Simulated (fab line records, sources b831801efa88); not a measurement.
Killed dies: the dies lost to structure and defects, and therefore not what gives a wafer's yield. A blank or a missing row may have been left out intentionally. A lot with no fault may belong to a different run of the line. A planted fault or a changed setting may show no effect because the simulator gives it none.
Which tool was responsible? | flow sky130 | 12 lots with 36 wafers sampled at 3 steps, on a route of 708 steps

WHAT THE GAUGES SHOWED, per wafer
SKY_CAPM_OVL_MEAS_12.
lot  | measured     | on         | CAPM_OVL (nm)
L387 | day 37 13:26 | overlay-02 | -0.4 -0.4 -0.4
L389 | day 38 14:58 | overlay-01 | -1.1 -0.8 -0.1
L390 | day 38 20:58 | overlay-01 | 2.2 3.0 1.1
L391 | day 39 04:01 | overlay-02 | -0.2 -1.0 -0.5
L392 | day 39 13:51 | overlay-01 | 0.5 2.0 1.4
L394 | day 40 05:35 | overlay-02 | 1.8 1.4 1.1
L397 | day 41 06:59 | overlay-01 | 1.0 -0.3 0.5
L400 | day 41 14:53 | overlay-01 | 1.3 2.1 2.7
L401 | day 41 22:08 | overlay-02 | 1.2 -1.1 -0.3
L404 | day 42 17:16 | overlay-02 | 2.4 1.6 2.1
L408 | day 43 20:29 | overlay-01 | -0.5 0.4 1.2
L409 | day 43 23:37 | overlay-02 | 0.1 -0.3 0.5

TOOL THAT RAN EACH LOT (tool first, then ch and the chambers of the sampled wafers, then the start)
lot  | SKY_FIELD_ISO_ETCH_14            | SKY_METAL2_SPUTTER_04
L387 | rieDiel-02 ch 1,2, day 2 08:48   | pvdSputter-02, day 34 03:53
L389 | rieDiel-02 ch 1,3, day 2 20:45   | pvdSputter-02, day 35 06:59
L390 | rieDiel-04 ch 0,3, day 3 02:35   | pvdSputter-01, day 35 12:14
L391 | rieDiel-01 ch 2,3, day 3 06:53   | pvdSputter-02, day 35 20:02
L392 | rieDiel-01 ch 0,1,3, day 3 11:38 | pvdSputter-02, day 36 05:50
L394 | rieDiel-04 ch 0,1,2, day 3 23:05 | pvdSputter-02, day 36 19:10
L397 | rieDiel-02 ch 2,3, day 4 17:14   | pvdSputter-03, day 37 22:26
L400 | rieDiel-01 ch 0,3, day 5 06:26   | pvdSputter-01, day 38 10:11
L401 | rieDiel-04 ch 0,2,3, day 5 12:08 | pvdSputter-01, day 38 17:47
L404 | rieDiel-04 ch 0,1,2, day 6 02:50 | pvdSputter-01, day 39 13:59
L408 | rieDiel-01 ch 0,2,3, day 6 23:14 | pvdSputter-02, day 40 17:50
L409 | rieDiel-02 ch 1,2,3, day 7 05:41 | pvdSputter-01, day 40 23:29
- SKY_FIELD_ISO_ETCH_14: etches BARC in N2/H2, stops on SiO2, time 45.9 s, target depth 60 nm.
- SKY_METAL2_SPUTTER_04: material TiN, target thk 70 nm, time 56.63 s.

AS READ BY THE TOOLS THEMSELVES (means over the sampled wafers that have a number; for cases with no such wafer, the mark the record gives instead)
SKY_FIELD_ISO_ETCH_14.
lot  | tool       | chamberPressureMTorr (mTorr) | drypumpMotorCurrentA (A) | oesProductAu (a.u.) | rfFwdPowerW (W) | throttleValvePct (%)
L387 | rieDiel-02 | 29.983                       | 5.3                      | 0.852               | 494.2           | 13.212
L389 | rieDiel-02 | 29.986                       | 4.9                      | 0.854               | 496.8           | 13.228
L390 | rieDiel-04 | 30.005                       | 6.1                      | 0.855               | 495.8           | 13.224
L391 | rieDiel-01 | 30.016                       | 5.7                      | 0.856               | 495.0           | 13.230
L392 | rieDiel-01 | 30.002                       | 5.7                      | 0.856               | 496.8           | 13.229
L394 | rieDiel-04 | 29.989                       | 5.6                      | 0.856               | 493.7           | 13.234
L397 | rieDiel-02 | 30.020                       | 4.9                      | 0.854               | 495.1           | 13.226
L400 | rieDiel-01 | 30.013                       | 5.6                      | 0.853               | 496.1           | 13.224
L401 | rieDiel-04 | 29.999                       | 5.7                      | 0.852               | 469.8           | 13.225
L404 | rieDiel-04 | 29.996                       | 5.5                      | 0.855               | 469.8           | 13.224
L408 | rieDiel-01 | 30.016                       | 5.6                      | 0.857               | 496.9           | 13.227
L409 | rieDiel-02 | 30.001                       | 5.1                      | 0.855               | 493.8           | 13.220

SKY_METAL2_SPUTTER_04.
lot  | tool          | throttleValvePct (%)
L387 | pvdSputter-02 | 29.6
L389 | pvdSputter-02 | 30.4
L390 | pvdSputter-01 | 30.4
L391 | pvdSputter-02 | 28.9
L392 | pvdSputter-02 | 30.4
L394 | pvdSputter-02 | 30.2
L397 | pvdSputter-03 | 30.3
L400 | pvdSputter-01 | 30.6
L401 | pvdSputter-01 | 30.6
L404 | pvdSputter-01 | 30.6
L408 | pvdSputter-02 | 30.4
L409 | pvdSputter-01 | 30.5

THE ANSWER, worked out from the rows above alone
Rule: usual is defined by the lots themselves. Put in order of their means at a reading, lots are off if they are a third of the lots or fewer, leave a main group of 4 or more, and stand apart from it by a gap of 3 or more times the standard deviation of the main group's means; of several such gaps the widest counts. Not used: any main group whose means are identical at the precision the tables above print for the reading. A lot without any number at a reading at which 4 lots or more have one is off too. Where the step has rows for the other lots, those lots are counted as sound. After the gauges, taken in route order, come the tools' own readings; for these a lot's mean is taken, as printed above. The first step at which some lot is off is used, and at that step the reading that is off furthest; a lot without a number counts as furthest.
Off, at SKY_FIELD_ISO_ETCH_14 on rfFwdPowerW: L401, L404. Mean 495.4 W and standard deviation 1.2 in the main group.
A tool fits if, at that step or a process step before it, it ran every lot that is off, and no sound lot after the first of them. One candidate fits, namely rieDiel-04 at SKY_FIELD_ISO_ETCH_14. Its last sound lot is L394 (day 3 23:05), its first lot that is off L401 (day 5 12:08): a fault that began between those two fits.
On the lots that are off, the tool's own readings at SKY_FIELD_ISO_ETCH_14 differ by more than 5 times the standard deviation of the sound lots' means, which bears it out; rfFwdPowerW reads 469.8 W there versus 495.4 W on the sound lots.

WHAT WAS PUT IN BY THE SIMULATOR
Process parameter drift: rieDiel-04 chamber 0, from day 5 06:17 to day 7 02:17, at SKY_FIELD_ISO_ETCH_14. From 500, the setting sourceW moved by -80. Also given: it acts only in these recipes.
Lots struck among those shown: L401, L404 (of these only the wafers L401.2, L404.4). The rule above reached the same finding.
